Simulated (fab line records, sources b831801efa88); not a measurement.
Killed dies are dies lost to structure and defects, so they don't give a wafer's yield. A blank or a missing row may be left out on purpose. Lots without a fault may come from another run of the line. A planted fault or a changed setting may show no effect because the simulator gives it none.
A struck lot beside a sound one | flow sky130 | 26 steps out of a route of 708
Sound: wafers L103.4, L103.5, L103.6. Struck: wafers L995.3, L995.5, L995.6. The cause comes at the end.
At each step with rows: each side's tool, then ch and its chambers, then its first start. Under that, the readings that differ: sound wafers | struck wafers | difference of the means | sigmas: that difference in standard deviations of wafers without a fault.
alike: readings whose means differ by less than 2 such deviations, and words and numbers that are the same on both sides. not compared: withheld readings, readings that some wafer has no value for, bounds like >300 that may hide the same value, and numbers for which the record gives no deviation and whose values overlap.
The two part at a step that has a row with sigmas, a row that says differs or no value, or rows on one side only. Numbers that don't overlap but have no deviation are shown without sigmas and don't part them. A reading that every wafer of one side lacks parts them only if that side has two wafers or more.

SKY_VT_ADJUST_NCORE_STRIP_10: strips in O2/N2.
  sound on plasma_asher-03 ch 0,1, day 12 21:50; struck on plasma_asher-03 ch 0,1, day 10 17:55
  alike: drypump_motor_current_A, oes_product_au, strip_time_to_endpoint_s
  not compared: rf_hours_counter_h
SKY_VT_ADJUST_NCORE_TW_MEAS_11:
  sound on film_metro-02, day 12 21:56; struck on film_metro-04, day 10 18:00
  alike: VT_ADJUST_NCORE_TW
then, 7 steps without rows for these wafers: SKY_VT_ADJUST_HVTR_DEHYDRATE_00 (time 60 s); SKY_VT_ADJUST_HVTR_HMDS_01 (prime time 60 s); SKY_VT_ADJUST_HVTR_COAT_02 (resist thk 1140 nm); SKY_VT_ADJUST_HVTR_SOFTBAKE_03 (time 60 s); SKY_VT_ADJUST_HVTR_EXPOSE_04 (exposes mask HVTRM, target cd 380 nm); SKY_VT_ADJUST_HVTR_PEB_05; SKY_VT_ADJUST_HVTR_DEVELOP_06 (develop time 60 s).
SKY_VT_ADJUST_HVTR_CD_MEAS_07: target cd 380 nm.
  sound on cd_sem-02, day 13 23:25; struck on cd_sem-01, day 11 16:15
  alike: cd_nm
SKY_VT_ADJUST_HVTR_OVL_MEAS_08:
  sound on overlay-01, day 13 23:29; struck on overlay-01, day 11 16:20
  alike: VT_ADJUST_HVTR_OVL
then, 1 step without rows for these wafers: SKY_VT_ADJUST_HVTR_IMPLANT_09.
SKY_VT_ADJUST_HVTR_STRIP_10: strips in O2/N2.
  sound on plasma_asher-03 ch 0,1, day 13 23:41; struck on plasma_asher-01 ch 0,1, day 11 16:33
  reading                                             | sound             | struck            | difference                    | sigmas
  oes_product_au (a.u.)                               | 0.707 0.720 0.717 | 0.959 0.949 0.966 | +0.243                        | +54
  strip_time_to_endpoint_s (s)                        | 14.19 14.18 14.17 | - - -             | no value on the struck wafers |
  model.NOVOLAK_of_VT_ADJUST_HVTR_COAT_02.thk_nm (nm) | 0 0 0             | 59.23 59.26 59.34 | +59.28                        |
  alike: drypump_motor_current_A
  not compared: rf_hours_counter_h
SKY_VT_ADJUST_HVTR_TW_MEAS_11:
  sound on film_metro-03, day 13 23:47; struck on film_metro-01, day 11 16:38
  reading           | sound             | struck            | difference | sigmas
  VT_ADJUST_HVTR_TW | 214.1 213.9 213.7 | 209.0 209.2 209.2 | -4.8       | -2
then, 7 steps without rows for these wafers: SKY_VT_ADJUST_PCH_DEHYDRATE_00 (time 60 s); SKY_VT_ADJUST_PCH_HMDS_01 (prime time 60 s); SKY_VT_ADJUST_PCH_COAT_02 (resist thk 3000 nm); SKY_VT_ADJUST_PCH_SOFTBAKE_03; SKY_VT_ADJUST_PCH_EXPOSE_04 (exposes mask NWM, target cd 840 nm); SKY_VT_ADJUST_PCH_PEB_05; SKY_VT_ADJUST_PCH_DEVELOP_06 (develop time 60 s).
SKY_VT_ADJUST_PCH_OVL_MEAS_07:
  sound on overlay-01, day 15 01:22; struck on overlay-02, day 12 16:18
  alike: VT_ADJUST_PCH_OVL
then, 1 step without rows for these wafers: SKY_VT_ADJUST_PCH_IMPLANT_08.
SKY_VT_ADJUST_PCH_STRIP_09: strips in O2/N2.
  sound on plasma_asher-03 ch 0,1, day 15 01:34; struck on plasma_asher-03 ch 0,1, day 12 16:31
  reading                      | sound             | struck            | difference | sigmas
  strip_time_to_endpoint_s (s) | 36.92 36.97 36.86 | 37.94 37.87 37.97 | +1.01      | +11
  alike: drypump_motor_current_A, oes_product_au
  not compared: rf_hours_counter_h
SKY_VT_ADJUST_PCH_TW_MEAS_10:
  sound on film_metro-04, day 15 01:39; struck on film_metro-02, day 12 16:35
  reading          | sound             | struck            | difference | sigmas
  VT_ADJUST_PCH_TW | 142.2 142.0 142.3 | 115.5 115.5 115.3 | -26.7      | -21
then, 1 step without rows for these wafers: SKY_SONOS_TUNNEL_DEHYDRATE_00 (time 60 s).

WHERE THEY PART
First at SKY_VT_ADJUST_HVTR_STRIP_10; last, within this record, at SKY_VT_ADJUST_PCH_TW_MEAS_10.

WHY: what the simulator had put in
Strip aborted: plasma_asher-01, from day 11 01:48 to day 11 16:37, at SKY_VT_ADJUST_HVTR_STRIP_10. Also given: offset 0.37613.
